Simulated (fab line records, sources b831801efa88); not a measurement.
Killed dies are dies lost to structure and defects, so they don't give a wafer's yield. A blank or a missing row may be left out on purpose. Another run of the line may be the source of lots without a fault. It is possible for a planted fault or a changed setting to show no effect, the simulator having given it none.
Matching of chambers    flow gf180mcu    GF_V2_CMP_04 on cmp-01 has 4 sister chambers
The step polishes SiO2. 24 wafers are shown with their chamber, then 12 later ones without.

== WAFERS PAIRED WITH THEIR CHAMBERS ==
wafer   chamber  motorCurrentA (A)  timeToEndpointS (s)
L074.1  1        11.4               67
L074.3  3        11.8               70
L074.5  3        11.8               79
L075.1  2        11.5               72
L075.2  3        12.0               74
L075.4  1        11.4               77
L076.3  0        11.8               83
L076.5  0        12.3               90
L076.6  1        11.5               79
L077.1  3        11.6               82
L077.5  3        11.9               89
L077.6  0        11.6               80
L081.1  0        11.6               65
L081.2  1        11.3               66
L081.6  2        11.1               66
L082.1  1        11.3               83
L082.2  2        11.6               77
L082.3  0        11.6               80
L084.1  2        10.9               71
L084.2  3        11.5               70
L084.5  2        11.1               72
L087.2  0        11.4               76
L087.5  0        11.8               82
L087.6  3        11.9               77

SIGNATURES (averages over the wafers above)
reading          chamber 0  chamber 1  chamber 2  chamber 3  scatter within a chamber
motorCurrentA    11.729     11.380     11.240     11.786     0.231
timeToEndpointS  79.43      74.40      71.60      77.29      6.78
Rule: a wafer lies at a distance from a chamber equal to the root of the sum of squares, over the readings, of (its reading less the chamber's mean, divided by the reading's scatter). If the next closest chamber is less than 2 further off than the closest, the wafer can't be placed; otherwise it belongs to the closest. The scatter: the root of (the sum of the squares of (reading less its chamber's mean) over the shown wafers, divided by (wafers less chambers)).

== WAFERS MISSING THEIR CHAMBER ==
wafer   motorCurrentA (A)  timeToEndpointS (s)
L093.3  11.3               67
L093.4  11.8               79
L093.5  10.9               81
L094.2  12.0               90
L094.3  11.3               85
L094.5  12.1               86
L095.1  12.3               77
L095.3  11.3               72
L095.6  11.2               74
L096.2  11.0               82
L096.3  11.7               70
L096.5  11.7               72

== WHICH CHAMBER EACH ONE RAN IN ==
wafer   from the rows above                in truth
L093.3  can't be placed: 2 or 1 or 3 or 0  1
L093.4  can't be placed: 3 or 0 or 1       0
L093.5  can't be placed: 2 or 1 or 0 or 3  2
L094.2  can't be placed: 0 or 3 or 1       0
L094.3  can't be placed: 1 or 2 or 0 or 3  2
L094.5  can't be placed: 3 or 0 or 1       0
L095.1  can't be placed: 3 or 0 or 1       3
L095.3  can't be placed: 2 or 1 or 0 or 3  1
L095.6  can't be placed: 2 or 1            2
L096.2  can't be placed: 2 or 1 or 0 or 3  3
L096.3  can't be placed: 3 or 0 or 1 or 2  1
L096.5  can't be placed: 3 or 0 or 1 or 2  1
Placed correctly: 0 of 12. From these rows, 12 cannot be placed; in 12 the true chamber is one of the candidates. Placed wrongly: 0.
